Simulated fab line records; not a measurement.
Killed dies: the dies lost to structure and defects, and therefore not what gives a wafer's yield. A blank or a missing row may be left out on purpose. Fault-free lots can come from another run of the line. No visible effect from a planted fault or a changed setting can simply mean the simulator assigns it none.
A lot that was struck, set against a sound lot | flow sky130 | 20 out of 708 route steps
Sound: the wafers L836.3, L836.5, L836.6. The struck wafers were L847.1, L847.2, L847.6. The cause comes at the end.
For every step that has rows: the tool of each side, followed by ch and its chambers, followed by its first start. Under that, the readings that differ: sound wafers | struck wafers | difference of the means | sigmas: that difference in standard deviations of wafers without a fault.
alike: readings with means less than 2 such deviations apart, plus words and numbers identical on both sides. not compared: withheld readings, readings lacking a value on some wafer, bounds such as >300 that could conceal the same value, and numbers that have no deviation in the record and whose values overlap.
A row with sigmas, a row that says differs or no value, or rows on one side alone: a step with any of these is where the two part. Numbers that don't overlap but have no deviation are shown without sigmas and don't part them. Lack of a reading on every wafer of one side parts them only where that side has two or more wafers.

first, 6 steps without rows for these wafers: SKY_DNWELL_COAT_02 (resist thk 3000 nm); SKY_DNWELL_SOFTBAKE_03; SKY_DNWELL_EXPOSE_04 (exposes mask DNM, target cd 3000 nm); SKY_DNWELL_PEB_05; SKY_DNWELL_DEVELOP_06 (develop time 60 s); SKY_DNWELL_IMPLANT_07.
SKY_DNWELL_STRIP_08: strips in O2/N2.
  sound on plasma-asher-01 ch 0,1, day 3 04:31; struck on plasma-asher-04 ch 0,1, day 6 15:26
  alike: drypump-motor-current-A, oes-product-au, strip-time-to-endpoint-s
  not compared: rf-hours-counter-h
SKY_DNWELL_TW_MEAS_09:
  struck on film-metro-04, day 6 15:32; sound on film-metro-04, day 3 04:37
  alike: DNWELL_TW
then, 4 steps without rows for these wafers: SKY_PWDE_DEHYDRATE_00 (time 60 s); SKY_PWDE_HMDS_01 (prime time 60 s); SKY_PWDE_COAT_02 (resist thk 3000 nm); SKY_PWDE_SOFTBAKE_03.
SKY_PWDE_EXPOSE_04: exposes mask PWDEM, target cd 840 nm.
  sound on iline-stepper-01 ch 0, day 3 12:38; struck on iline-stepper-01 ch 0, day 7 01:13
  reading | sound                   | struck            | difference | sigmas
  mask    | PWDEM#0 PWDEM#0 PWDEM#0 | NWM#0 NWM#0 NWM#0 | differs    |
then, 2 steps without rows for these wafers: SKY_PWDE_PEB_05; SKY_PWDE_DEVELOP_06 (develop time 60 s).
SKY_PWDE_OVL_MEAS_07:
  struck on overlay-01, day 7 10:41; sound on overlay-02, day 3 20:34
  reading       | sound         | struck | difference                    | sigmas
  PWDE_OVL (nm) | -0.8 -0.3 1.1 | - - -  | no value on the struck wafers |
after that, 1 step had no rows for these wafers: SKY_PWDE_IMPLANT_08.
SKY_PWDE_STRIP_09: strips in O2/N2.
  sound on plasma-asher-04 ch 0,1, day 3 20:46; struck on plasma-asher-02 ch 0,1, day 7 10:52
  alike: drypump-motor-current-A, oes-product-au, strip-time-to-endpoint-s
  not compared: rf-hours-counter-h
SKY_PWDE_TW_MEAS_10:
  struck on film-metro-02, day 7 10:58; sound on film-metro-04, day 3 20:51
  reading | sound             | struck         | difference | sigmas
  PWDE_TW | 373.2 376.3 375.7 | 29.9 30.1 30.0 | -345.1     | -99 or more
then, 1 step without rows for these wafers: SKY_NWELL_DEHYDRATE_03 (time 60 s).

WHERE THEY PART
Earliest at SKY_PWDE_EXPOSE_04; latest, in this record, at SKY_PWDE_TW_MEAS_10.

WHY: the cause the simulator had injected
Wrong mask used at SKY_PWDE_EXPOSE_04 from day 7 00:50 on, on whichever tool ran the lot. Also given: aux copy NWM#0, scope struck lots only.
